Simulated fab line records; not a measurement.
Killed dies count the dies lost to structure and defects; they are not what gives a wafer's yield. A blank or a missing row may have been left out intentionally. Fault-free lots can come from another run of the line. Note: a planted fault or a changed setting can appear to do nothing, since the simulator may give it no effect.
Matching of chambers | flow sky130 | 3 sister chambers for SKY_VIA4_ETCH_12 on rie diel-04
The step etches SiO2 in C4F8/O2/Ar, stops on TiN, target depth 580 nm. 3 wafers are shown with their chamber, then 5 later ones without.

## WAFERS PAIRED WITH THEIR CHAMBERS
wafer  | chamber | chamber pressure mTorr (mTorr)
L092.4 | 2       | 40.04
L094.1 | 3       | 39.98
L094.3 | 0       | 39.93

## WAFERS WITH NO CHAMBER GIVEN
wafer  | chamber pressure mTorr (mTorr)
L097.1 | 40.00
L097.2 | 40.04
L097.3 | 39.99
L097.5 | 39.96
L097.6 | 40.00

## WHICH CHAMBER EACH WENT THROUGH
wafer  | from the rows above     | in truth
L097.1 | can't be placed: 3 or 2 | 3
L097.2 | 2                       | 2
L097.3 | 3                       | 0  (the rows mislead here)
L097.5 | can't be placed: 3 or 0 | 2
L097.6 | can't be placed: 3 or 2 | 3
Placed correctly: 1 of 5. Not placeable from these rows: 3 (in 2, the candidates include the true chamber). 1 placed wrongly.
How it was worked out, from the rows above alone: a wafer's distance from a chamber is the root of the sum, over the readings, of the square of ((its reading less the chamber's mean) divided by the reading's scatter). If the next closest chamber is less than 2 further off than the closest, the wafer can't be placed; otherwise it belongs to the closest. A chamber's mean is the mean of its shown wafers. The scatter: with one shown wafer a chamber, the root of the mean of the squares of how far each hidden wafer lies from its nearest shown one.
